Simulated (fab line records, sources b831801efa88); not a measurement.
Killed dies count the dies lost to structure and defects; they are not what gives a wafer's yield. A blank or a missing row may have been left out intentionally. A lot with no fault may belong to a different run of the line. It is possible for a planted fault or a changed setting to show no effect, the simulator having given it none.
Struck lot and sound lot, side by side    flow sky130    14 out of 708 route steps
Sound: wafers L164.2, L164.4, L164.6. Wafers struck: L174.1, L174.2, L174.6. At the end, the cause is stated.
Order at every step that has rows: each side's tool, ch and its chambers, its first start. Under that, the readings that differ: sound wafers    struck wafers    difference of the means    sigmas: that difference in standard deviations of wafers without a fault.
alike: readings with means less than 2 such deviations apart, plus words and numbers identical on both sides. not compared: withheld readings, readings lacking a value on some wafer, bounds such as >300 that could conceal the same value, and numbers that have no deviation in the record and whose values overlap.
A row with sigmas, a row that says differs or no value, or rows on one side alone: a step with any of these is where the two part. Numbers that have no deviation but don't overlap get no sigmas and don't part them. Lack of a reading on every wafer of one side parts them only where that side has two or more wafers.

first, 3 steps without rows for these wafers: SKY_METAL2_CLEAN_22 (cleans in IPA, time 180 s); SKY_METAL2_CLEAN_23 (cleans in O3/DIW); SKY_VIA2_HDPCVD_00 (deposits SiO2, target thk 1180 nm, time 196.7 s).
SKY_VIA2_THK_MEAS_01:
  sound on film metro-03 at day 35 15:04; struck on film metro-04 at day 40 07:38
  alike: VIA2_HDPCVD_THK
SKY_VIA2_CMP_02: polishes SiO2.
  sound on cmp-01 ch 1,2, day 35 15:10; struck on cmp-02 ch 2,3, day 40 07:41
  alike: motor current A, retaining ring pressure frac, slurry flow ml min
SKY_VIA2_BOW_MEAS_03:
  sound on film metro-03 at day 35 15:26; struck on film metro-01 at day 40 07:59
  alike: VIA2_BOW
then, 6 steps without rows for these wafers: SKY_VIA2_DEHYDRATE_04 (time 60 s); SKY_VIA2_HMDS_05 (prime time 60 s); SKY_VIA2_COAT_06 (resist thk 60 nm); SKY_VIA2_COAT_07 (resist thk 444.8 nm); SKY_VIA2_SOFTBAKE_08 (time 90 s); SKY_VIA2_EXPOSE_09 (exposes mask VIM2, target cd 200 nm).
SKY_VIA2_PEB_10:
  sound on litho track-02 ch 0, day 36 17:00; struck on litho track-02, day 41 08:00
reading          sound           struck  difference                     sigmas
exhaust pa (Pa)  45.1 46.2 45.0  - - -   no value on the struck wafers  
  not compared: chill plate temp C
then, 1 step without rows for these wafers: SKY_VIA2_DEVELOP_11 (develop time 60 s).

== WHERE THEY PART ==
Only at SKY_VIA2_PEB_10, within this record.

WHY: what had been put in by the simulator
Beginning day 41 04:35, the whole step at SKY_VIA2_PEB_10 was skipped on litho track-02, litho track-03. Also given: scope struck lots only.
